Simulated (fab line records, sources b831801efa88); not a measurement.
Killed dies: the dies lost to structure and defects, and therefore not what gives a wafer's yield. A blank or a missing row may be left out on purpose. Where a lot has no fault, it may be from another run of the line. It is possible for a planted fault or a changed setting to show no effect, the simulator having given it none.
fab line records -- flow sky130
record lots=6, wafers=18, lastDay=50
route steps=708 shown PWDE@54 NWELL@56 PAD_OPEN@708
lots untouched by any fault: they come from a run of this same line in which no faults occurred
startH: the number of hours between the record's first day and the start of the first shown wafer of the lot -- waitH: time in hours since the lot's previous step -- " identical to the entry in the row above -- L1.1+2: several wafers, shown together as one row -- - no value present, or no start provided -- * or withheld: withheld -- < > ~ a bound
route shown NAME@n: a module of which the file shows steps, and the number in the route of the first -- usual: the fault-free wafers' mean and standard deviation -- same: alike in all rows -- chamber/n: place in a boat -- sites: the reading at each site -- _std_site: how widely they spread, as a standard deviation -- _edge_site: inner sites' mean taken away from outer sites' mean -- radiusMm: for every site, how far away it sits from the centre of the wafer -- mask NAME#n: copy n -- behind: the tool/chamber that last shaped the wafer -- hold: why the lot was held/for how many hours/how that ended -- device: the transistor (n, p or np) that didn't switch -- end of line: the route-end tests of the same wafers -- a step with no rows: only its recipe -- killed: at the first sort, the dies lost to defects and structure; wafer yield is something else -- map: a wafer's dies, marking killed ones x, the rest . and places with no die _
set.NAME: setting as actually run; set.NAME@STEP: the setting as run at that earlier step -- model.NAME: the simulator's own value behind a step, which no gauge read
certain route steps with their lots: each step a table, each wafer a row
services: the hour from which a tool's chamber was out of use, counted from the record's first day as startH (under 0 if before that day), plus the number of hours and why
## steps
# step SKY_PWDE_STRIP_09
# recipe chemistry=O2/N2, powerW=1400, pressureMtorr=1500, platenTempC=withheld, o2FlowSccm=3000, n2FlowSccm=300, overashFraction=0.5
# usual drypumpMotorCurrentA=5.9/0.33, o2FlowSccm=3000/8.9, oesProductAu=0.723/0.0042, stripTimeToEndpointS=36.96/0.1
lot.wafer,tool,chamber,startH,waitH,drypumpMotorCurrentA,o2FlowSccm,oesProductAu,rfHoursCounterH,stripTimeToEndpointS
L853.4,plasmaAsher-02,1,85.26,0.1,6.0,3004,0.721,-,37.08
L853.5,plasmaAsher-02,0,85.26,0.1,5.9,2997,0.726,-,37.20
L853.6,plasmaAsher-02,1,85.26,0.1,6.0,2999,0.727,-,37.10
L860.3,plasmaAsher-04,0,123.53,0.1,5.3,3009,0.726,-,36.87
L860.4,plasmaAsher-04,1,123.53,0.1,6.3,2988,0.723,-,37.09
L860.5,plasmaAsher-04,1,123.53,0.1,6.3,2981,0.716,-,36.83
L866.1,plasmaAsher-04,1,158.43,0.1,6.3,2992,0.720,49,36.88
L866.4,plasmaAsher-04,1,158.43,0.1,6.3,3011,0.723,-,36.90
L866.5,plasmaAsher-04,0,158.43,0.1,5.4,3013,0.718,-,36.88
L868.1,plasmaAsher-01,1,169.83,0.1,5.4,2996,0.718,5,36.91
L868.3,plasmaAsher-01,0,169.83,0.1,6.1,3005,0.719,-,36.98
L868.4,plasmaAsher-01,1,169.83,0.1,5.4,3002,0.725,-,36.96
L870.1,plasmaAsher-01,1,180.54,0.1,5.4,2987,0.726,6,36.90
L870.3,plasmaAsher-01,1,180.54,0.1,5.4,3004,0.729,-,37.03
L870.6,plasmaAsher-01,0,180.54,0.1,6.1,2997,0.718,-,36.85
L872.1,plasmaAsher-02,0,192.68,0.1,6.0,2979,0.728,49,37.00
L872.2,plasmaAsher-02,1,192.68,0.1,6.0,2985,0.714,49,36.90
L872.3,plasmaAsher-02,0,192.68,0.1,6.0,2997,0.728,-,37.08
# step SKY_PWDE_TW_MEAS_10
# usual PWDE_TW=372.3/1.6
lot.wafer,tool,chamber,startH,waitH,PWDE_TW
L853.4,filmMetro-03,-,85.36,0.1,371.2
L853.5,filmMetro-03,-,85.36,0.1,370.9
L853.6,filmMetro-03,-,85.36,0.1,370.7
L860.3,filmMetro-03,-,123.61,0.1,371.2
L860.4,filmMetro-03,-,123.61,0.1,372.3
L860.5,filmMetro-03,-,123.61,0.1,371.8
L866.1,filmMetro-01,-,158.53,0.1,371.6
L866.4,filmMetro-01,-,158.53,0.1,372.1
L866.5,filmMetro-01,-,158.53,0.1,372.3
L868.1,filmMetro-01,-,169.93,0.1,373.5
L868.3,filmMetro-01,-,169.93,0.1,374.9
L868.4,filmMetro-01,-,169.93,0.1,375.1
L870.1,filmMetro-01,-,180.64,0.1,372.0
L870.3,filmMetro-01,-,180.64,0.1,373.2
L870.6,filmMetro-01,-,180.64,0.1,374.1
L872.1,filmMetro-04,-,192.78,0.1,370.1
L872.2,filmMetro-04,-,192.78,0.1,370.9
L872.3,filmMetro-04,-,192.78,0.1,373.5
# step SKY_NWELL_DEHYDRATE_03
# recipe tempC=200, timeS=60
# step SKY_NWELL_HMDS_04
# recipe primeTimeS=60, primeTempC=120
# step SKY_NWELL_COAT_05
# recipe spinRpm=2026, resistThkNm=3000
# step SKY_NWELL_SOFTBAKE_06
# recipe tempC=110, timeS=withheld
# step SKY_NWELL_EXPOSE_07
# recipe maskId=NWM, na=0.6, sourceShape=conventional, sigmaOuter=0.6, polarization=unpolarized, targetCdNm=840, doseMj=255
# step SKY_NWELL_PEB_08
# recipe tempC=115, timeS=withheld
# step SKY_NWELL_DEVELOP_09
# recipe wallAngleDeg=90, developer=TMAH, developTimeS=60, devTempC=23
# step SKY_NWELL_OVL_MEAS_10
# usual NWELL_00_OVL=-0.2/1.4
lot.wafer,tool,chamber,startH,waitH,NWELL_00_OVL[nm]
L853.4,overlay-02,-,102.71,-,-1.5
L853.5,overlay-02,-,102.71,-,-0.2
L853.6,overlay-02,-,102.71,-,-0.9
L860.3,overlay-01,-,143.32,-,1.5
L860.4,overlay-01,-,143.32,-,-0.7
L860.5,overlay-01,-,143.32,-,0.3
L866.1,overlay-02,-,178.76,-,-2.1
L866.4,overlay-02,-,178.76,-,-1.6
L866.5,overlay-02,-,178.76,-,-0.7
L868.1,overlay-01,-,190.32,-,2.6
L868.3,overlay-01,-,190.32,-,0.3
L868.4,overlay-01,-,190.32,-,0.3
L870.1,overlay-01,-,201.79,-,1.7
L870.3,overlay-01,-,201.79,-,0.7
L870.6,overlay-01,-,201.79,-,-0.1
L872.1,overlay-01,-,215.12,-,-1.0
L872.2,overlay-01,-,215.12,-,-0.9
L872.3,overlay-01,-,215.12,-,0.0
# step SKY_NWELL_IMPLANT_11
# recipe species=P, energyKev=400, doseCm2=1.9e+13, tiltDeg=withheld
# step SKY_NWELL_IMPLANT_12
# recipe species=P, energyKev=120, doseCm2=1.3e+12, tiltDeg=withheld
# step SKY_NWELL_IMPLANT_13
# recipe species=P, energyKev=50, doseCm2=7e+11, tiltDeg=withheld
# usual beamOnS=10.01/0.2, doseIonsCm2=6.999e+11/7.3e+08, endStationPressureTorr=5.03e-06/2.7e-07, faradayCurrentUA=3.94/0.076
lot.wafer,tool,chamber,startH,waitH,beamOnS,doseIonsCm2,endStationPressureTorr,faradayCurrentUA
L853.4,implanter-04,0,103.10,0.1,10.19,7.002e+11,5.16e-06,3.87
L853.5,implanter-04,0,103.10,0.1,10.16,7.008e+11,5.21e-06,3.89
L853.6,implanter-04,0,103.10,0.1,9.92,7.013e+11,4.96e-06,3.99
L860.3,implanter-02,0,143.69,0.1,9.54,7.004e+11,5.1e-06,4.15
L860.4,implanter-02,0,143.69,0.1,10.08,6.986e+11,4.8e-06,3.91
L860.5,implanter-02,0,143.69,0.1,10.34,6.996e+11,5.21e-06,3.81
L866.1,implanter-02,0,179.09,0.1,9.78,5.068e+11,5.15e-06,2.90
L866.4,implanter-02,0,179.09,0.1,10.08,5.077e+11,4.77e-06,2.84
L866.5,implanter-02,0,179.09,0.1,10.24,5.081e+11,4.99e-06,2.80
L868.1,implanter-02,0,190.66,0.1,9.85,5.092e+11,4.66e-06,2.90
L868.3,implanter-02,0,190.66,0.1,9.81,5.072e+11,4.63e-06,2.93
L868.4,implanter-02,0,190.66,0.1,9.85,5.071e+11,5.24e-06,2.90
L870.1,implanter-04,0,202.13,0.1,10.31,6.994e+11,5.19e-06,3.84
L870.3,implanter-04,0,202.13,0.1,9.91,6.996e+11,4.81e-06,3.98
L870.6,implanter-04,0,202.13,0.1,9.68,7e+11,5.33e-06,4.07
L872.1,implanter-04,0,215.46,0.1,10.07,6.998e+11,5.59e-06,3.94
L872.2,implanter-04,0,215.46,0.1,10.02,6.996e+11,4.58e-06,3.95
L872.3,implanter-04,0,215.46,0.1,10.21,6.999e+11,5.15e-06,3.86
# step SKY_NWELL_STRIP_14
# recipe chemistry=O2/N2, powerW=1400, pressureMtorr=1500, platenTempC=withheld, o2FlowSccm=3000, n2FlowSccm=300, overashFraction=0.5
# usual drypumpMotorCurrentA=5.96/0.28, o2FlowSccm=3000/9.5, oesProductAu=0.722/0.0043, stripTimeToEndpointS=36.73/0.095
lot.wafer,tool,chamber,startH,waitH,drypumpMotorCurrentA,o2FlowSccm,oesProductAu,rfHoursCounterH,stripTimeToEndpointS
L853.4,plasmaAsher-03,1,103.21,0.1,5.78,3011,0.715,-,36.73
L853.5,plasmaAsher-03,0,103.21,0.1,6.32,2996,0.724,-,36.76
L853.6,plasmaAsher-03,1,103.21,0.1,5.78,2995,0.727,-,36.75
L860.3,plasmaAsher-01,1,143.83,0.1,5.41,2993,0.729,-,36.62
L860.4,plasmaAsher-01,0,143.83,0.1,6.09,3001,0.715,-,36.61
L860.5,plasmaAsher-01,0,143.83,0.1,6.10,3013,0.720,-,36.72
L866.1,plasmaAsher-03,0,179.24,0.1,6.31,3008,0.714,32,36.58
L866.4,plasmaAsher-03,0,179.24,0.1,6.32,2996,0.723,-,36.60
L866.5,plasmaAsher-03,0,179.24,0.1,6.32,3010,0.717,-,36.62
L868.1,plasmaAsher-01,1,190.81,0.1,5.40,2991,0.715,7,36.77
L868.3,plasmaAsher-01,1,190.81,0.1,5.43,2987,0.723,-,36.68
L868.4,plasmaAsher-01,0,190.81,0.1,6.11,3004,0.722,-,36.76
L870.1,plasmaAsher-03,1,202.28,0.1,5.78,2993,0.714,35,36.95
L870.3,plasmaAsher-03,0,202.28,0.1,6.30,2994,0.718,-,36.86
L870.6,plasmaAsher-03,1,202.28,0.1,5.76,2992,0.716,-,36.90
L872.1,plasmaAsher-02,0,215.61,0.1,5.99,3003,0.724,51,36.59
L872.2,plasmaAsher-02,1,215.61,0.1,6.01,2981,0.724,51,36.68
L872.3,plasmaAsher-02,1,215.61,0.1,6.02,2993,0.726,-,36.62
# step SKY_NWELL_TW_MEAS_15
# usual NWELL_TW=1814/8.7
lot.wafer,tool,chamber,startH,waitH,NWELL_TW
L853.4,filmMetro-03,-,103.31,0.1,1793
L853.5,filmMetro-03,-,103.31,0.1,1804
L853.6,filmMetro-03,-,103.31,0.1,1804
L860.3,filmMetro-01,-,143.91,0.1,1824
L860.4,filmMetro-01,-,143.91,0.1,1817
L860.5,filmMetro-01,-,143.91,0.1,1822
L866.1,filmMetro-04,-,179.34,0.1,1826
L866.4,filmMetro-04,-,179.34,0.1,1821
L866.5,filmMetro-04,-,179.34,0.1,1824
L868.1,filmMetro-04,-,190.91,0.1,1825
L868.3,filmMetro-04,-,190.91,0.1,1821
L868.4,filmMetro-04,-,190.91,0.1,1814
L870.1,filmMetro-04,-,202.38,0.1,1817
L870.3,filmMetro-04,-,202.38,0.1,1803
L870.6,filmMetro-04,-,202.38,0.1,1807
L872.1,filmMetro-04,-,215.71,0.1,1800
L872.2,filmMetro-04,-,215.71,0.1,1797
L872.3,filmMetro-04,-,215.71,0.1,1810
# step SKY_NWELL_DEHYDRATE_16
# recipe tempC=200, timeS=60
# step SKY_NWELL_HMDS_17
# recipe primeTimeS=60, primeTempC=120
# step SKY_NWELL_COAT_18
# recipe spinRpm=2000, resistThkNm=3000
# step SKY_NWELL_SOFTBAKE_19
# recipe tempC=110, timeS=withheld
# step SKY_NWELL_EXPOSE_20
# recipe maskId=NWM_COMPLEMENT, na=0.6, sourceShape=conventional, sigmaOuter=0.6, polarization=unpolarized, targetCdNm=840, doseMj=260
# step SKY_NWELL_PEB_21
# recipe tempC=115, timeS=withheld
# step SKY_NWELL_DEVELOP_22
# recipe wallAngleDeg=90, developer=TMAH, developTimeS=60, devTempC=23
# step SKY_NWELL_OVL_MEAS_23
# usual NWELL_01_OVL=-0.8/1.4
lot.wafer,tool,chamber,startH,waitH,NWELL_01_OVL[nm]
L853.4,overlay-01,-,121.38,-,-0.6
L853.5,overlay-01,-,121.38,-,-1.6
L853.6,overlay-01,-,121.38,-,-1.1
L860.3,overlay-02,-,164.20,-,-0.8
L860.4,overlay-02,-,164.20,-,1.0
L860.5,overlay-02,-,164.20,-,-0.9
L866.1,overlay-02,-,200.56,-,0.4
L866.4,overlay-02,-,200.56,-,-0.1
L866.5,overlay-02,-,200.56,-,-1.3
L868.1,overlay-01,-,212.41,-,-1.6
L868.3,overlay-01,-,212.41,-,-1.7
L868.4,overlay-01,-,212.41,-,1.1
L870.1,overlay-02,-,224.89,-,1.1
L870.3,overlay-02,-,224.89,-,-1.0
L870.6,overlay-02,-,224.89,-,-0.7
L872.1,overlay-01,-,238.39,-,0.8
L872.2,overlay-01,-,238.39,-,-1.1
L872.3,overlay-01,-,238.39,-,-0.6
# step SKY_NWELL_IMPLANT_24
# recipe species=B, energyKev=140, doseCm2=9.2e+12, tiltDeg=withheld
# step SKY_NWELL_STRIP_25
# recipe chemistry=O2/N2, powerW=1400, pressureMtorr=1500, platenTempC=withheld, o2FlowSccm=3000, n2FlowSccm=300, overashFraction=0.5
# usual drypumpMotorCurrentA=5.91/0.29, o2FlowSccm=3000/8.5, oesProductAu=0.722/0.0045, stripTimeToEndpointS=36.92/0.11
lot.wafer,tool,chamber,startH,waitH,drypumpMotorCurrentA,o2FlowSccm,oesProductAu,rfHoursCounterH,stripTimeToEndpointS
L853.4,plasmaAsher-01,1,121.58,0.1,5.42,3011,0.723,-,37.02
L853.5,plasmaAsher-01,1,121.58,0.1,5.41,3011,0.708,-,37.06
L853.6,plasmaAsher-01,0,121.58,0.1,6.09,2988,0.719,-,36.97
L860.3,plasmaAsher-01,0,164.41,0.1,6.13,2991,0.726,-,36.82
L860.4,plasmaAsher-01,1,164.41,0.1,5.42,3022,0.725,-,36.84
L860.5,plasmaAsher-01,1,164.41,0.1,5.43,2998,0.722,-,36.96
L866.1,plasmaAsher-03,0,200.74,0.1,6.33,3013,0.723,35,37.01
L866.4,plasmaAsher-03,0,200.74,0.1,6.32,2997,0.716,-,37.06
L866.5,plasmaAsher-03,1,200.74,0.1,5.79,2988,0.714,-,37.02
L868.1,plasmaAsher-01,0,212.59,0.1,6.11,3005,0.725,9,36.78
L868.3,plasmaAsher-01,0,212.59,0.1,6.14,3000,0.727,-,36.85
L868.4,plasmaAsher-01,1,212.59,0.1,5.42,2987,0.713,-,36.88
L870.1,plasmaAsher-02,0,225.08,0.1,5.96,3016,0.723,52,36.87
L870.3,plasmaAsher-02,0,225.08,0.1,5.96,3001,0.714,-,36.89
L870.6,plasmaAsher-02,1,225.08,0.1,6.02,3000,0.724,-,36.78
L872.1,plasmaAsher-02,1,238.58,0.1,6.00,2992,0.722,53,36.81
L872.2,plasmaAsher-02,0,238.58,0.1,5.93,3015,0.727,53,36.81
L872.3,plasmaAsher-02,1,238.58,0.1,6.00,2994,0.722,-,36.93
# step SKY_NWELL_TW_MEAS_26
# usual NWELL_2_TW=494.3/2.7
lot.wafer,tool,chamber,startH,waitH,NWELL_2_TW
L853.4,filmMetro-04,-,121.67,0.1,491.6
L853.5,filmMetro-04,-,121.67,0.1,492.8
L853.6,filmMetro-04,-,121.67,0.1,496.9
L860.3,filmMetro-03,-,164.50,0.1,491.8
L860.4,filmMetro-03,-,164.50,0.1,488.8
L860.5,filmMetro-03,-,164.50,0.1,491.4
L866.1,filmMetro-04,-,200.84,0.1,494.8
L866.4,filmMetro-04,-,200.84,0.1,493.4
L866.5,filmMetro-04,-,200.84,0.1,491.4
L868.1,filmMetro-03,-,212.69,0.1,491.3
L868.3,filmMetro-03,-,212.69,0.1,493.4
L868.4,filmMetro-03,-,212.69,0.1,489.1
L870.1,filmMetro-04,-,225.18,0.1,495.8
L870.3,filmMetro-04,-,225.18,0.1,497.8
L870.6,filmMetro-04,-,225.18,0.1,494.8
L872.1,filmMetro-01,-,238.68,0.1,497.6
L872.2,filmMetro-01,-,238.68,0.1,497.2
L872.3,filmMetro-01,-,238.68,0.1,497.5
# step SKY_NWELL_CLEAN_27
# recipe chemistry=SC1/SC2, mix=1:4:20, tempC=70, timeS=150, dry=n2Spin
# step SKY_NWELL_RTA_28
# recipe tempC=1050, timeS=30, idleTempC=650, rampUpCPerS=150, rampDownCPerS=90, ambient=N2
# usual lampPowerPct=25.31/0.055, rampDownCPerS=90.001/0.016, rampUpCPerS=150.00/0.027, wafer_temp_C_max=1054.8/0.93
lot.wafer,tool,chamber,startH,waitH,lampPowerPct,rampDownCPerS,rampUpCPerS,wafer_temp_C_max
L853.4,rtpAnneal-02,0,121.80,0.1,25.40,90.017,149.98,1055.4
L853.5,rtpAnneal-02,0,121.80,0.1,25.37,90.009,150.01,1053.2
L853.6,rtpAnneal-02,0,121.80,0.1,25.26,90.002,150.03,1054.7
L860.3,rtpAnneal-02,0,164.63,0.0,25.27,90.020,149.98,1053.9
L860.4,rtpAnneal-02,0,164.63,0.0,25.21,89.986,150.03,1054.6
L860.5,rtpAnneal-02,0,164.63,0.0,25.34,90.010,149.98,1054.0
L866.1,rtpAnneal-01,0,200.96,0.0,25.41,90.005,149.98,1054.1
L866.4,rtpAnneal-01,0,200.96,0.0,25.22,90.015,149.97,1055.9
L866.5,rtpAnneal-01,0,200.96,0.0,25.32,89.991,150.01,1054.6
L868.1,rtpAnneal-01,0,212.80,0.0,25.29,89.982,150.02,1054.2
L868.3,rtpAnneal-01,0,212.80,0.0,25.36,90.018,149.99,1055.5
L868.4,rtpAnneal-01,0,212.80,0.0,25.19,90.016,150.00,1055.1
L870.1,rtpAnneal-01,0,225.29,0.0,25.20,90.006,149.98,1054.6
L870.3,rtpAnneal-01,0,225.29,0.0,25.31,90.001,149.95,1053.8
L870.6,rtpAnneal-01,0,225.29,0.0,25.39,90.006,150.04,1053.6
L872.1,rtpAnneal-01,0,238.79,0.0,25.28,90.000,149.97,1056.0
L872.2,rtpAnneal-01,0,238.79,0.0,25.31,90.021,150.03,1056.4
L872.3,rtpAnneal-01,0,238.79,0.0,25.33,89.982,150.05,1054.7
# step SKY_NWELL_RS_MEAS_29
# recipe thkMeasGauge=four-point-probe
# usual NWELL_RS=624.5/1.7
lot.wafer,tool,chamber,startH,waitH,NWELL_RS[ohm/sq]
L853.4,filmMetro-01,-,121.91,0.1,624.5
L853.5,filmMetro-01,-,121.91,0.1,624.5
L853.6,filmMetro-01,-,121.91,0.1,626.0
L860.3,filmMetro-01,-,164.73,0.1,623.0
L860.4,filmMetro-01,-,164.73,0.1,625.3
L860.5,filmMetro-01,-,164.73,0.1,623.9
L866.1,filmMetro-03,-,201.06,0.1,632.0
L866.4,filmMetro-03,-,201.06,0.1,632.2
L866.5,filmMetro-03,-,201.06,0.1,632.9
L868.1,filmMetro-01,-,212.90,0.1,632.0
L868.3,filmMetro-01,-,212.90,0.1,629.6
L868.4,filmMetro-01,-,212.90,0.1,632.0
L870.1,filmMetro-01,-,225.39,0.1,622.1
L870.3,filmMetro-01,-,225.39,0.1,622.8
L870.6,filmMetro-01,-,225.39,0.1,624.4
L872.1,filmMetro-03,-,238.89,0.1,627.6
L872.2,filmMetro-03,-,238.89,0.1,623.8
L872.3,filmMetro-03,-,238.89,0.1,625.2
# step SKY_PAD_OPEN_PROBE_99
# usual killed_at_M0_to_M3=43/6.6, killed_at_M4_up=3.4/1.8, killedAtContacts=24/4.9, killedAtFrontEnd=15/4.1, killedAtOther=0.3/0.55, killedDies=85/8.8, killedOpen=46/6.1, killedShort=39/5.7
# same grossDies=492, killedAtBackSide=0
lot.wafer,tool,chamber,startH,waitH,killed_at_M0_to_M3,killed_at_M4_up,killedAtContacts,killedAtFrontEnd,killedAtOther,killedDies,killedOpen,killedShort,model.etest.pfetG5v0d10v5.rOnOhmUm,model.etest.pfetG5v0d10v5.driveUaUm,model.etest.pfet_01v8_lvt.driveUaUm,model.etest.pfetG5v0d10v5.offLog10AUm,model.etest.pfet_01v8_lvt.offLog10AUm,model.etest.pfetG5v0d10v5.vtSatV,model.etest.pfet_16v.vtV,model.etest.pfetG5v0d10v5.vtV
L853.4,prober-01,-,1095.73,0.2,43,2,20,11,0,76,47,29,4640,349.3,175,-12.28,-8.772,-0.6077,-1.09,-0.808
L853.5,prober-01,-,1095.78,0.2,30,2,25,21,0,78,47,31,4688,349.5,173.5,-12.42,-8.693,-0.6092,-1.093,-0.8041
L853.6,prober-01,-,1095.83,0.2,46,0,20,22,0,88,42,45,4755,342.6,172.5,-12.75,-8.695,-0.6373,-1.1,-0.8316
L860.3,prober-02,-,1139.37,0.2,40,4,28,13,1,86,48,38,4750,344.2,173.6,-12.53,-9.133,-0.6335,-1.099,-0.8271
L860.4,prober-02,-,1139.42,0.2,46,4,23,18,0,91,50,41,4848,334.5,171.2,-12.79,-9.062,-0.6611,-1.098,-0.8519
L860.5,prober-02,-,1139.47,0.2,49,3,35,12,0,99,52,47,4761,342.5,174.1,-12.6,-9.071,-0.6368,-1.099,-0.8273
L866.1,prober-02,-,1167.93,0.1,45,6,14,13,0,78,36,42,4549,355.5,182.4,-11.31,-8.023,-0.5275,-0.9899,-0.7471
L866.4,prober-02,-,1168.08,0.2,36,3,26,16,0,81,43,38,4583,350.9,178.9,-11.39,-8.509,-0.5222,-0.9974,-0.7376
L866.5,prober-02,-,1168.13,0.2,44,2,26,14,0,86,42,44,4648,350.5,177.8,-11.48,-8.256,-0.5313,-1,-0.7443
L868.1,prober-02,-,1182.01,0.1,47,5,24,23,0,99,61,37,4720,338.5,180.6,-11.95,-8.258,-0.581,-1.028,-0.7939
L868.3,prober-02,-,1182.11,0.2,39,2,27,11,0,79,43,35,4672,347.2,180.7,-11.47,-8.26,-0.5451,-1.025,-0.7592
L868.4,prober-02,-,1182.16,0.2,50,1,27,14,0,92,50,41,4659,348.9,184,-11.73,-8.295,-0.5588,-1.023,-0.7708
L870.1,prober-02,-,1185.01,0.1,33,5,21,20,0,79,42,37,4760,344.6,175.9,-12.23,-8.593,-0.603,-1.079,-0.814
L870.3,prober-02,-,1185.11,0.2,35,3,26,14,0,78,39,39,4713,344.9,177.8,-12.18,-8.46,-0.594,-1.065,-0.804
L870.6,prober-02,-,1185.26,0.2,43,2,23,10,1,79,46,33,4773,341.6,175.3,-12.39,-8.502,-0.6308,-1.085,-0.8391
L872.1,prober-02,-,1198.16,0.1,41,8,21,9,0,79,43,35,4695,347,172.9,-12.4,-8.653,-0.6123,-1.09,-0.8165
L872.2,prober-02,-,1198.21,0.1,47,5,30,14,0,96,48,48,4639,349.3,176,-12.18,-8.708,-0.6028,-1.086,-0.8077
L872.3,prober-02,-,1198.26,0.2,58,2,18,18,0,96,55,40,4595,354.4,178.8,-12.23,-8.602,-0.601,-1.076,-0.803
# killed by level:class
L853.4 VIA1:geometricParticle:open=11 CONTACT:geometricParticle:open=8 VIA2:geometricParticle:open=8 LI_CONTACT:geometricParticle:open=6 METAL1:geometricParticle:short=5 VIA3:geometricParticle:open=5 VIA1:geometricParticle:short=4 VIA2:geometricParticle:short=4
L853.5 CONTACT:geometricParticle:open=9 FIELD_ISO:geometricParticle:open=7 LI_CONTACT:geometricParticle:open=6 POLY_GATE:geometricParticle:open=4 METAL1:geometricParticle:short=4 VIA2:geometricParticle:short=4 VIA2:geometricParticle:open=4 FIELD_ISO:geometricParticle:short=3
L853.6 VIA1:geometricParticle:open=9 VIA2:geometricParticle:short=8 LI_CONTACT:geometricParticle:open=7 VIA3:geometricParticle:open=7 VIA1:geometricParticle:short=6 POLY_GATE:geometricParticle:short=5 POLY_CUT:geometricParticle:short=4 LOCAL_INTERCONNECT:geometricParticle:short=4
L860.3 LI_CONTACT:geometricParticle:open=13 CONTACT:geometricParticle:open=7 VIA2:geometricParticle:open=7 VIA1:geometricParticle:short=7 VIA3:geometricParticle:open=6 LI_CONTACT:geometricParticle:short=5 POLY_GATE:geometricParticle:open=4 VIA1:geometricParticle:open=4
L860.4 LI_CONTACT:geometricParticle:open=11 VIA1:geometricParticle:open=11 VIA2:geometricParticle:open=7 VIA2:geometricParticle:short=6 FIELD_ISO:geometricParticle:short=5 FIELD_ISO:geometricParticle:open=5 CONTACT:geometricParticle:short=5 METAL2:geometricParticle:short=5
L860.5 CONTACT:geometricParticle:open=11 VIA1:geometricParticle:short=8 VIA2:geometricParticle:open=8 VIA3:geometricParticle:open=7 LI_CONTACT:geometricParticle:short=7 VIA1:geometricParticle:open=6 LI_CONTACT:geometricParticle:open=6 CONTACT:geometricParticle:short=5
L866.1 METAL1:geometricParticle:short=9 METAL2:geometricParticle:short=6 VIA1:geometricParticle:open=6 VIA1:geometricParticle:short=6 VIA2:geometricParticle:open=6 POLY_GATE:geometricParticle:short=5 LI_CONTACT:geometricParticle:open=4 CONTACT:geometricParticle:open=4
L866.4 CONTACT:geometricParticle:open=10 VIA1:geometricParticle:open=7 POLY_GATE:geometricParticle:open=6 LI_CONTACT:geometricParticle:open=5 VIA2:geometricParticle:open=5 LI_CONTACT:geometricParticle:short=4 CONTACT:geometricParticle:short=4 METAL1:geometricParticle:short=4
L866.5 LI_CONTACT:geometricParticle:open=11 METAL1:geometricParticle:short=8 VIA3:geometricParticle:open=7 POLY_GATE:geometricParticle:open=6 LOCAL_INTERCONNECT:geometricParticle:short=6 VIA1:geometricParticle:short=6 VIA2:geometricParticle:open=6 VIA1:geometricParticle:open=4
L868.1 CONTACT:geometricParticle:open=11 VIA3:geometricParticle:open=9 VIA2:geometricParticle:open=8 POLY_GATE:geometricParticle:open=6 LI_CONTACT:geometricParticle:open=6 METAL1:geometricParticle:short=6 VIA1:geometricParticle:open=6 METAL4:geometricParticle:short=5
L868.3 VIA1:geometricParticle:open=15 CONTACT:geometricParticle:open=9 LOCAL_INTERCONNECT:geometricParticle:short=5 METAL2:geometricParticle:short=5 VIA1:geometricParticle:short=4 POLY_GATE:geometricParticle:short=4 LI_CONTACT:geometricParticle:short=4 METAL1:geometricParticle:short=4
L868.4 CONTACT:geometricParticle:open=13 METAL1:geometricParticle:short=8 VIA1:geometricParticle:open=7 VIA2:geometricParticle:short=7 VIA2:geometricParticle:open=6 LOCAL_INTERCONNECT:geometricParticle:short=5 METAL1:geometricParticle:open=5 VIA1:geometricParticle:short=5
L870.1 VIA1:geometricParticle:open=11 LI_CONTACT:geometricParticle:open=6 POLY_GATE:geometricParticle:short=5 POLY_GATE:geometricParticle:open=5 LOCAL_INTERCONNECT:geometricParticle:short=5 CONTACT:geometricParticle:open=5 FIELD_ISO:geometricParticle:open=4 CONTACT:geometricParticle:short=4
L870.3 LI_CONTACT:geometricParticle:open=8 VIA1:geometricParticle:open=8 FIELD_ISO:geometricParticle:short=6 CONTACT:geometricParticle:open=5 VIA1:geometricParticle:short=5 LI_CONTACT:geometricParticle:short=4 LOCAL_INTERCONNECT:geometricParticle:short=4 CONTACT:geometricParticle:short=4
L870.6 VIA1:geometricParticle:open=11 CONTACT:geometricParticle:open=10 METAL2:geometricParticle:short=7 FIELD_ISO:geometricParticle:open=6 LI_CONTACT:geometricParticle:open=6 VIA2:geometricParticle:open=5 VIA1:geometricParticle:short=4 LOCAL_INTERCONNECT:geometricParticle:short=4
L872.1 VIA1:geometricParticle:open=9 VIA3:geometricParticle:open=9 CONTACT:geometricParticle:open=8 METAL4:geometricParticle:short=7 LOCAL_INTERCONNECT:geometricParticle:short=6 METAL2:geometricParticle:short=6 VIA2:geometricParticle:open=5 SPACER:geometricParticle:open=4
L872.2 CONTACT:geometricParticle:short=12 VIA1:geometricParticle:open=11 CONTACT:geometricParticle:open=8 METAL2:geometricParticle:short=7 VIA3:geometricParticle:open=7 LI_CONTACT:geometricParticle:open=6 VIA2:geometricParticle:open=6 VIA1:geometricParticle:short=5
L872.3 VIA1:geometricParticle:open=14 FIELD_ISO:geometricParticle:short=9 VIA2:geometricParticle:open=9 VIA3:geometricParticle:open=8 CONTACT:geometricParticle:open=6 METAL3:geometricParticle:short=6 LI_CONTACT:geometricParticle:open=5 FIELD_ISO:geometricParticle:open=4
## services
tool,chamber,startH,hours,kind
implanter-02,-,63.80,2.4,repair
plasmaAsher-03,-,69.39,4.0,repair
implanter-02,-,94.93,1.2,repair
plasmaAsher-01,-,108.75,9.0,pm
plasmaAsher-01,0,108.75,9.0,ventCycle
plasmaAsher-01,1,108.75,9.0,ventCycle
plasmaAsher-01,0,117.75,-,clean
plasmaAsher-01,1,117.75,-,clean
plasmaAsher-04,-,132.59,1.7,repair
rtpAnneal-01,-,138.34,3.9,pm
plasmaAsher-03,-,143.47,2.8,pm
implanter-02,-,152.66,5.6,repair
implanter-04,-,167.36,1.0,repair
## key
firstSign step=SKY_NWELL_IMPLANT_13, reading=doseIonsCm2, direction=down, sigmas=99+, usual=*, struck=*
effect step=SKY_NWELL_IMPLANT_13, reading=faradayCurrentUA, direction=down, sigmas=14, usual=3.94, struck=2.88
effect step=SKY_NWELL_RS_MEAS_29, reading=NWELL_RS, direction=up, sigmas=4.2, usual=624.5, struck=631.8
modelEffect step=SKY_PAD_OPEN_PROBE_99, value=etest.pfetG5v0d10v5.rOnOhmUm, without=4752, struck=4638
metAt SKY_NWELL_IMPLANT_13
struckWafers L866.1,L866.4,L866.5,L868.1,L868.3,L868.4
testerLeftOut L866,L868
onsetBetween 143.69 179.09
fault kind=processParameterDrift, tool=implanter-02, chamber=-, onsetH=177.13, steps=SKY_NWELL_IMPLANT_13, channel=doseCm2, offset=*, shape=step, endH=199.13, actsIn=*, stated=*
# testerLeftOut: of these lots the tester's yield and bins aren't shown, on N5 and GAA mostly nor the transistor test; their killed dies are dies lost to structure and defects alone, not to doping, threshold or leakage, so they don't give the yield
